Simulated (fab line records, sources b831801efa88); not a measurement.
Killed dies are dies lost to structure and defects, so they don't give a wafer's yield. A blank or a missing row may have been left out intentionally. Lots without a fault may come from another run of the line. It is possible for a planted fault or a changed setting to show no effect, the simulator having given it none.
Problem report, 8D (eight disciplines) form, completed by code / flow sfq line / the parts of the form that need people (team, actions taken, sign-off) are left out

## 1. THE ISSUE
Mean of chamber pressure mTorr at SFQ_TRILAYER_M5_BARC_OPEN_METAL_ETCH_161: 7.998 mTorr across 2 wafers in 2 lots; on wafers with no fault it is 10.001 mTorr (standard deviation 0.0084). So: -99 or more standard deviations from the usual mean.
The step: etches BARC in O2, target depth 125 nm, time 41.7 s.
First observed at day 77 03:38: wafer L218.5, on rie metal-03. At this step, 41 wafers from 14 lots have a number in the record. The rule behind "out" and "out of limits": a value lying over 4 standard deviations away from the usual mean. All remaining wafers that have a number are taken as sound.

## 2. WHAT IT IS, WHAT IT ISN'T
question=which readings at this step | is=chamber pressure mTorr | is not=drypump motor current A, oes product au
question=which lots | is=L218, L221 | is not=L199, L200, L201, L202, L203, L205, L206, L208, L209, L210, L212, L222
question=which wafers of those lots | is=L218.5, L221.5 | is not=L218.6, L221.1, L221.6
question=read on which tools | is=rie metal-03 | is not=rie metal-01, rie metal-02
question=when | is=from day 77 03:38 | is not=up to then (34 sound wafers); but 5 sound wafers of L221, L222 came after

## 3. SUSPECTS, AND WHAT RULES EACH OUT
Counting: a tool at a process step up to the reading stays a suspect if it ran every lot that is out. Sound lots after the first of them don't rule it out here, since some wafers of a struck lot are sound.
- rie metal-03 at SFQ_TRILAYER_M5_BARC_OPEN_METAL_ETCH_161 (etches BARC in O2, target depth 125 nm, time 41.7 s): kept. Ran every lot that is out, first one L218 (day 77 03:38); last sound lot up to then L212 (day 74 20:42). Its own chamber pressure mTorr readings are out on those wafers.
- Within rie metal-03 at SFQ_TRILAYER_M5_BARC_OPEN_METAL_ETCH_161: the wafers that are out ran in chamber 1; their sound lot-mates ran in chamber 0.
After counting, what remains is rie metal-03 at SFQ_TRILAYER_M5_BARC_OPEN_METAL_ETCH_161.

## 4. THE CAUSE (what the simulator had put in)
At SFQ_TRILAYER_M5_BARC_OPEN_METAL_ETCH_161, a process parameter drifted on rie metal-03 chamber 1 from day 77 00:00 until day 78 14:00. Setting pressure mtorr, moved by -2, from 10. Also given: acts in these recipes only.
The count eliminated every tool but this one.

## 5. THE CHAIN OF EFFECTS, in route order
Each row: a reading where the mean over the struck wafers with a number is more than 3 standard deviations away from the usual. Only readings whose record carries a usual standard deviation are examined. hours: median over the lots of the time between each lot's start at the first step of this table that gives one and its start at this step. sigmas: the change, counted in usual standard deviations.
hours=0; step=SFQ_TRILAYER_M5_BARC_OPEN_METAL_ETCH_161; reading=chamber pressure mTorr; usual=10.001 mTorr; on struck wafers=7.998; change=-2.003; sigmas=-99 or more
Its process steps:
- SFQ_TRILAYER_M5_BARC_OPEN_METAL_ETCH_161: etches BARC in O2, target depth 125 nm, time 41.7 s.

## 6. HOW IT WOULD HAVE BEEN CAUGHT EARLIER
4 hours passed between the start of the fault at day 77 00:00 and the first reading out of limits in this record, taken at day 77 03:38.
